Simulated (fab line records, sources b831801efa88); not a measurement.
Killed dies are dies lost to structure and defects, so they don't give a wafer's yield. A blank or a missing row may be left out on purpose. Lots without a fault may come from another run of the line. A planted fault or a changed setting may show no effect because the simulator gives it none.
Which tool did it? | flow gf180mcu | 13 lots, 39 wafers sampled, at 2 steps of a route of 602

WHAT THE GAUGES READ, wafer by wafer
GF_M2_RS_MEAS_05: measures by four-point-probe.
lot  | measured     | on            | M2_ALCU_RS (ohm/sq)
L559 | day 18 00:34 | film_metro-04 | 0.0698 0.0685 0.0699
L561 | day 18 18:50 | film_metro-04 | 0.0700 0.0715 0.0693
L562 | day 19 04:21 | film_metro-01 | 0.0704 0.0696 0.0714
L563 | day 19 16:31 | film_metro-01 | 0.0689 0.0706 0.0693
L567 | day 20 16:35 | film_metro-01 | 0.0690 0.0690 0.0697
L568 | day 21 06:19 | film_metro-01 | 0.0703 0.0708 0.0703
L574 | day 24 01:47 | film_metro-01 | 0.0687 0.0681 0.0681
L575 | day 24 13:13 | film_metro-01 | 0.0700 0.0692 0.0704
L577 | day 25 07:01 | film_metro-03 | 0.0684 0.0691 0.0694
L579 | day 26 03:43 | film_metro-03 | 0.0697 0.0700 0.0693
L581 | day 26 12:13 | film_metro-01 | 0.0693 0.0692 0.0694
L582 | day 26 14:26 | film_metro-01 | 0.0709 0.0702 0.0703
L580 | day 26 14:38 | film_metro-04 | 0.0691 0.0696 0.0687

WHICH TOOL RAN EACH LOT (tool, then ch and the chambers of the sampled wafers, then the start)
lot  | GF_M2_SPUTTER_01
L559 | pvd_sputter-01, day 18 00:26
L561 | pvd_sputter-03, day 18 18:43
L562 | pvd_sputter-01, day 19 04:11
L563 | pvd_sputter-01, day 19 16:24
L567 | pvd_sputter-04, day 20 16:28
L568 | pvd_sputter-04, day 21 06:10
L574 | pvd_sputter-01, day 24 01:38
L575 | pvd_sputter-04, day 24 13:04
L577 | pvd_sputter-03, day 25 06:51
L579 | pvd_sputter-03, day 26 03:34
L581 | pvd_sputter-04, day 26 12:05
L582 | pvd_sputter-04, day 26 14:18
L580 | pvd_sputter-01, day 26 14:29
- GF_M2_SPUTTER_01: material TiN, target thk 30 nm, time 25 s.

WHAT THE TOOLS THEMSELVES READ (means of the sampled wafers that have a number; where no wafer has one, the mark that the record gives instead)
GF_M2_SPUTTER_01.
lot  | tool           | cathode_dc_power_W (W) | throttle_valve_pct (%)
L559 | pvd_sputter-01 | 6499.7                 | 29.0
L561 | pvd_sputter-03 | 6500.7                 | 29.5
L562 | pvd_sputter-01 | 6500.7                 | 28.9
L563 | pvd_sputter-01 | 6499.4                 | 29.2
L567 | pvd_sputter-04 | 6500.8                 | 29.8
L568 | pvd_sputter-04 | 6500.1                 | 31.2
L574 | pvd_sputter-01 | 6499.5                 | 30.6
L575 | pvd_sputter-04 | 6499.2                 | 30.7
L577 | pvd_sputter-03 | 6500.2                 | 29.6
L579 | pvd_sputter-03 | 6500.0                 | 29.5
L581 | pvd_sputter-04 | 6499.9                 | 29.2
L582 | pvd_sputter-04 | 6500.0                 | 31.1
L580 | pvd_sputter-01 | 6499.7                 | 28.5

THE ANSWER, worked out from the rows above alone
Rule: what is usual is taken from the lots themselves. Put in order of their means at a reading, lots are off if they are a third of the lots or fewer, leave a main group of 4 or more, and stand apart from it by a gap of 3 or more times the standard deviation of the main group's means; of several such gaps the widest counts. A main group whose means are all the same, to the digits that the tables above print for the reading, isn't used. A lot without any number at a reading at which 4 lots or more have one is off too. The other lots that the step has rows for count as sound. The gauges are gone through in route order, then the tools' own readings, and for those a lot's mean is taken as printed above. The first step at which some lot is off is used, and at that step the reading that is off furthest; a lot without a number counts as furthest.
No lot is off at any reading shown: from this, nothing can be told.

WHAT THE SIMULATOR HAD PUT IN
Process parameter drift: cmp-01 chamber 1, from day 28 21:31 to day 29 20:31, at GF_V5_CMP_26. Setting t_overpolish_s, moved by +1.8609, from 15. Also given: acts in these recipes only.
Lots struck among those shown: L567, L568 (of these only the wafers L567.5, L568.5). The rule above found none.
